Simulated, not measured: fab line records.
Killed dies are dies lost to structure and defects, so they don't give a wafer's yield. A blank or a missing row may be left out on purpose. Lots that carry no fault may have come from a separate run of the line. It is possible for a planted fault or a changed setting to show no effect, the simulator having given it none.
Struck lot and sound lot, side by side	flow sfq line	24 steps out of a route of 325
Sound: wafers L592.3, L592.4, L592.6. The struck wafers were L606.2, L606.4, L606.5. At the end, the cause is stated.
Each step with rows lists, per side, the tool, then ch with its chambers, then its first start. Under that, the readings that differ: sound wafers	struck wafers	difference of the means	sigmas: that difference in standard deviations of wafers without a fault.
alike: a reading whose means differ by less than 2 such deviations, as well as words and numbers matching on both sides. not compared: withheld readings; readings where some wafer has no value; bounds like >300 that might hide an equal value; numbers whose values overlap and for which the record gives no deviation.
The two part at a step that has a row with sigmas, a row that says differs or no value, or rows on one side only. When numbers do not overlap yet have no deviation, they are printed without sigmas and do not part them. A reading missing from all wafers of one side parts the sides only when that side holds two or more wafers.

first, 6 steps without rows for these wafers: SFQ_TRILAYER_C5_LITHO_COAT_156 (resist thk 62 nm); SFQ_TRILAYER_C5_LITHO_COAT_151 (resist thk 650 nm); SFQ_TRILAYER_C5_LITHO_SOFTBAKE_155; SFQ_TRILAYER_C5_LITHO_EXPOSE_152 (exposes mask C5, target cd 500 nm); SFQ_TRILAYER_C5_LITHO_PEB_154 (peb time 60 s); SFQ_TRILAYER_C5_LITHO_DEVELOP_153 (time 60 s).
SFQ_C5_OVL_MEAS_937:
  sound on overlay-02 at day 76 22:39; struck on overlay-01 at day 81 07:32
reading	sound	struck	difference	sigmas
C5_OVL (nm)	14 11 14	0 4 0	-12	-2
SFQ_TRILAYER_C5_BARC_OPEN_VIA_ETCH_210: etches BARC in O2, target depth 125 nm, time 41.7 s.
  sound on rie diel-04 ch 0,1,3, day 76 22:40; struck on rie diel-04 ch 1,2,3, day 81 07:34
  alike: drypump motor current A, oes product au, rf fwd power W
  not compared: rf hours counter h
SFQ_TRILAYER_C5_ETCH_VIA_ETCH_154: etches SiO2 in CHF3, stops on Nb, target depth 84 nm.
  sound on rie diel-04 ch 0,1,3, day 76 22:43; struck on rie diel-04 ch 1,2,3, day 81 07:36
  alike: drypump motor current A, oes product au, rf fwd power W
SFQ_TRILAYER_C5_STRIP_STRIP_155: strips in O2.
  sound on rie metal-01 ch 0,1, day 76 22:58; struck on rie metal-04 ch 0,1, day 81 07:38
  alike: drypump motor current A, oes product au
  not compared: rf hours counter h
then, 2 steps without rows for these wafers: SFQ_TRILAYER_C5_STRIP_SOLV_CLEAN_156 (cleans in NMP, time 600 s); SFQ_TRILAYER_M6_DEP_PRE_CLEAN_158 (time 22.5 s).
SFQ_TRILAYER_M6_DEP_SPUTTER_157: material Nb, target thk 200 nm, time 133.3 s.
  sound on pvd sputter-05 at day 76 23:35; struck on pvd sputter-05 at day 81 08:43
  alike: throttle valve pct
SFQ_M6_RS_MEAS_938: measures by four-point-probe.
  sound on film metro-02 at day 76 23:43; struck on film metro-03 at day 81 08:49
reading	sound	struck	difference	sigmas
M6_NB_RS (ohm/sq)	0.911 0.903 0.898	0.439 0.438 0.439	-0.465	-51
then, 6 steps without rows for these wafers: SFQ_TRILAYER_M6_LITHO_COAT_164 (resist thk 60.96 nm); SFQ_TRILAYER_M6_LITHO_COAT_159 (resist thk 600 nm); SFQ_TRILAYER_M6_LITHO_SOFTBAKE_163; SFQ_TRILAYER_M6_LITHO_EXPOSE_160 (exposes mask M6, target cd 500 nm); SFQ_TRILAYER_M6_LITHO_PEB_162 (peb time 60 s); SFQ_TRILAYER_M6_LITHO_DEVELOP_161 (time 60 s).
SFQ_M6_OVL_MEAS_940:
  sound on overlay-01 at day 77 13:34; struck on overlay-01 at day 81 14:44
reading	sound	struck	difference	sigmas
M6_OVL (nm)	-6 -3 -5	12 6 7	+13	+3
SFQ_TRILAYER_M6_BARC_OPEN_METAL_ETCH_206: etches BARC in O2, target depth 125 nm, time 41.7 s.
  sound on rie metal-03 ch 0,1, day 77 13:37; struck on rie metal-01 ch 0, day 81 14:46
  alike: drypump motor current A, oes product au, rf fwd power W
  not compared: rf hours counter h
SFQ_TRILAYER_M6_ETCH_METAL_ETCH_162: etches Nb in Cl2/Ar, stops on SiO2, target depth 240 nm, time 120 s.
  sound on rie metal-03 ch 0,1, day 77 13:42; struck on rie metal-01 ch 0, day 81 14:49
reading	sound	struck	difference	sigmas
oes product au (a.u.)	0.892 0.890 0.886	1.006 0.995 1.011	+0.115	+18
model.etch.depth nm (nm)	195.5 196.9 197.9	240.7 240.3 242.1	+44.3	
model.M6.feature depth nm (nm)	195.5 196.9 197.9	240.7 240.3 242.1	+44.3	
  alike: drypump motor current A, rf fwd power W
  not compared: rf hours counter h
SFQ_TRILAYER_M6_STRIP_STRIP_163: strips in O2.
  sound on rie metal-03 ch 0,1, day 77 13:59; struck on rie metal-01 ch 0, day 81 14:56
  alike: drypump motor current A, oes product au
  not compared: rf hours counter h

WHERE THEY PART
Last at SFQ_TRILAYER_M6_ETCH_METAL_ETCH_162 as far as this record goes, first at SFQ_C5_OVL_MEAS_937. Later steps at which nothing parts them and some readings are alike: SFQ_TRILAYER_M6_STRIP_STRIP_163.

WHY: the cause the simulator had injected
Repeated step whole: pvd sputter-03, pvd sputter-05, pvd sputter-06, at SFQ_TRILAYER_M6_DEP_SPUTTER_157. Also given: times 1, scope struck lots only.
